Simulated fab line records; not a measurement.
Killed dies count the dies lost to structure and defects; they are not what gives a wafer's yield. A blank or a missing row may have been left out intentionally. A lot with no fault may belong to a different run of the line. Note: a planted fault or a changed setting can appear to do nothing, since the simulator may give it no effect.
A struck lot beside a sound one	flow sky130	14 out of 708 route steps
Sound: the wafers L526.1, L526.2, L526.6. Struck: wafers L532.4, L532.5, L532.6. Last of all comes the cause.
For every step that has rows: the tool of each side, followed by ch and its chambers, followed by its first start. Under that, the readings that differ: sound wafers	struck wafers	difference of the means	sigmas: that difference in standard deviations of wafers without a fault.
alike: readings with means less than 2 such deviations apart, plus words and numbers identical on both sides. not compared: withheld readings, readings lacking a value on some wafer, bounds such as >300 that could conceal the same value, and numbers that have no deviation in the record and whose values overlap.
The two part at a step that has a row with sigmas, a row that says differs or no value, or rows on one side only. Non-overlapping numbers with no deviation appear without sigmas and do not part them. Lack of a reading on every wafer of one side parts them only where that side has two or more wafers.

SKY_VIA1_CD_MEAS_12 targets a cd of 150 nm.
  sound on cd_sem-01 at day 36 01:53; struck on cd_sem-02 at day 37 20:17
reading	sound	struck	difference	sigmas
cd_nm (nm)	153.6 154.3 155.2	150.7 149.4 149.5	-4.5	-2
SKY_VIA1_OVL_MEAS_13:
  sound on overlay-02 at day 36 02:01; struck on overlay-02 at day 37 20:22
reading	sound	struck	difference	sigmas
VIA1_OVL (nm)	12 14 2	-11 -9 -8	-19	-3
SKY_VIA1_ETCH_14: etches BARC in N2/H2, stops on SiO2, time 45.9 s, target depth 60 nm.
  sound on rie_diel-03 ch 2,3, day 36 02:02; struck on rie_diel-04 ch 1,2,3, day 37 20:23
  alike: drypump_motor_current_A, n2_flow_sccm, oes_product_au, throttle_valve_pct
  not compared: rf_hours_counter_h
SKY_VIA1_ETCH_15: etches SiO2 in C4F8/O2/Ar, stops on TiN, target depth 351 nm, time 54 s.
  sound on rie_diel-03 ch 2,3, day 36 02:05; struck on rie_diel-04 ch 1,2,3, day 37 20:25
  alike: oes_product_au
SKY_VIA1_STRIP_16: strips in O2/N2.
  sound on plasma_asher-03 ch 0,1, day 36 02:08; struck on plasma_asher-02 ch 0,1, day 37 20:30
  alike: drypump_motor_current_A, n2_flow_sccm, oes_product_au, strip_time_to_endpoint_s
  not compared: rf_hours_counter_h
then, 3 steps without rows for these wafers: SKY_VIA1_STRIP_17 (strips in post etch residue remover, time 1200 s); SKY_VIA1_CLEAN_18 (cleans in IPA, time 180 s); SKY_VIA1_CLEAN_19 (cleans in O3/DIW).
SKY_VIA1_SPUTTER_20: material TiN, target thk 20 nm, time 80 s.
  sound on pvd_sputter-04 at day 36 02:46; struck on pvd_sputter-01 at day 37 21:04
  alike: throttle_valve_pct
SKY_VIA1_CVD_21: deposits W, target thk 270 nm, time 80.902 s.
  sound on cvd_w-02 ch 0,1, day 36 02:50; struck on cvd_w-01 ch 0,1, day 37 21:10
  alike: heater_power_w
SKY_VIA1_RS_MEAS_22: a four-point-probe measurement.
  sound on film_metro-03 at day 36 02:55; struck on film_metro-02 at day 37 21:17
reading	sound	struck	difference	sigmas
VIA1_W_RS (ohm/sq)	0.418 0.423 0.423	0.432 0.430 0.433	+0.010	+2
SKY_VIA1_THK_MEAS_23: measures by xrf.
  sound on film_metro-03 at day 36 03:02; struck on film_metro-02 at day 37 21:22
reading	sound	struck	difference	sigmas
VIA1_W_THK (nm)	282 279 281	271 270 270	-10	-3
SKY_VIA1_CMP_24: polishes, stops on SiO2, t overpolish 15 s, target thk 0 nm.
  sound on cmp-01 ch 0,1,2, day 36 03:09; struck on cmp-01 ch 0,1,3, day 37 21:30
reading	sound	struck	difference	sigmas
overpolish_run_s (s)	14.996 14.995 15.025	0.046 0.037 0.043	-14.963	-99 or more
time_to_endpoint_s (s)	67 63 64	103 103 103	+38	+11
  alike: motor_current_A
-- the record jumps here: 11 days lie between the struck wafers' starts before and after (it left off in module VIA1 and takes up again in module PAD_OPEN, whose first step shown is number 708 of the route) --
SKY_PAD_OPEN_PROBE_99:
  the record has rows for the struck wafers here (prober-01, day 48 17:26) and none for the sound ones

== WHERE THEY PART ==
Last at SKY_PAD_OPEN_PROBE_99 as far as this record goes, first at SKY_VIA1_CD_MEAS_12.

WHY: what had been put in by the simulator
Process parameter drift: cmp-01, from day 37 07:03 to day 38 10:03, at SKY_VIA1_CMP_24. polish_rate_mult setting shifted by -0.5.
